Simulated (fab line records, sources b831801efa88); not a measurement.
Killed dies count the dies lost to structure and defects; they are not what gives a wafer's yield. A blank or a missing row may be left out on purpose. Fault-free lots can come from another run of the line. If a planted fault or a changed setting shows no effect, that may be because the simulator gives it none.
A struck lot beside a sound one :: flow sky130 :: 15 out of 708 route steps
Sound: wafers L190.1, L190.2, L190.6. Wafers L197.1, L197.2, L197.3 were the ones struck. At the end, the cause is stated.
Per side, at each step with rows, come the tool, then ch with its chambers, and then its first start. Under that, the readings that differ: sound wafers :: struck wafers :: difference of the means :: sigmas: that difference in standard deviations of wafers without a fault.
alike: readings with means less than 2 such deviations apart, plus words and numbers identical on both sides. not compared: withheld readings, readings lacking a value on some wafer, bounds such as >300 that could conceal the same value, and numbers that have no deviation in the record and whose values overlap.
A row with sigmas, a row that says differs or no value, or rows on one side alone: a step with any of these is where the two part. Non-overlapping numbers with no deviation appear without sigmas and do not part them. A reading missing from all wafers of one side parts the sides only when that side holds two or more wafers.

SKY_VIA3_BOW_MEAS_03:
  sound: film metro-01 at day 40 20:35; struck: film metro-01 at day 42 11:50
  alike: VIA3_BOW
then, 8 steps without rows for these wafers: SKY_VIA3_DEHYDRATE_04 (time 60 s); SKY_VIA3_HMDS_05 (prime time 60 s); SKY_VIA3_COAT_06 (resist thk 60 nm); SKY_VIA3_COAT_07 (resist thk 450 nm); SKY_VIA3_SOFTBAKE_08 (time 90 s); SKY_VIA3_EXPOSE_09 (exposes mask VIM3, target cd 200 nm); SKY_VIA3_PEB_10; SKY_VIA3_DEVELOP_11 (develop time 60 s).
SKY_VIA3_CD_MEAS_12: the cd target is 200 nm.
  sound: cd sem-02 at day 41 20:37; struck: cd sem-02 at day 43 10:50
reading: cd nm (nm)
sound: 202.0 201.9 201.5
struck: 199.1 198.2 197.8
difference: -3.4
sigmas: -2
SKY_VIA3_OVL_MEAS_13:
  sound: overlay-01 at day 41 20:44; struck: overlay-01 at day 43 10:57
  alike: VIA3_OVL
SKY_VIA3_ETCH_14: etches BARC in N2/H2, stops on SiO2, time 45.9 s, target depth 60 nm.
  sound on rie diel-04 ch 0,1,3, day 41 20:47; struck on rie diel-01 ch 0,2,3, day 43 10:59
  alike: drypump motor current A, n2 flow sccm, oes product au, run length s, throttle valve pct
  not compared: rf hours counter h
SKY_VIA3_ETCH_15: etches SiO2 in C4F8/O2/Ar, stops on TiN, target depth 507 nm, time 78 s.
  sound on rie diel-04 ch 0,1,3, day 41 20:49; struck on rie diel-01 ch 0,2,3, day 43 11:02
reading: oes product au (a.u.)
sound: 0.939 0.952 0.942
struck: 0.864 0.861 0.868
difference: -0.080
sigmas: -16

reading: run length s (s)
sound: 105.8 106.6 106.9
struck: 119.2 119.3 119.5
difference: +12.9
sigmas: +31

reading: model.KrF-thick_of_VIA3_COAT_07.thk nm (nm)
sound: 288.3 288.9 291.8
struck: 272.9 270 268
difference: -19.4
sigmas: 

reading: model.TiN_of_METAL3_SPUTTER_04.thk nm (nm)
sound: 69.7 68.79 68.44
struck: 66.65 66.14 66.11
difference: -2.68
sigmas: 
  not compared: rf hours counter h, model.VIA3.feature depth nm
SKY_VIA3_STRIP_16: strips in O2/N2.
  sound on plasma asher-03 ch 0,1, day 41 20:53; struck on plasma asher-04 ch 0,1, day 43 11:05
reading: oes product au (a.u.)
sound: 0.401 0.400 0.407
struck: 0.387 0.393 0.382
difference: -0.015
sigmas: -3

reading: strip time to endpoint s (s)
sound: 4.07 4.11 4.14
struck: 3.94 3.91 3.87
difference: -0.20
sigmas: -6
  alike: drypump motor current A, n2 flow sccm, o2 flow sccm
  not compared: rf hours counter h
then, 1 step without rows for these wafers: SKY_VIA3_STRIP_17 (strips in post etch residue remover, time 1200 s).

WHERE THEY PART
At SKY_VIA3_CD_MEAS_12 first; at SKY_VIA3_STRIP_16 last (within this record only).

WHY: the cause the simulator had injected
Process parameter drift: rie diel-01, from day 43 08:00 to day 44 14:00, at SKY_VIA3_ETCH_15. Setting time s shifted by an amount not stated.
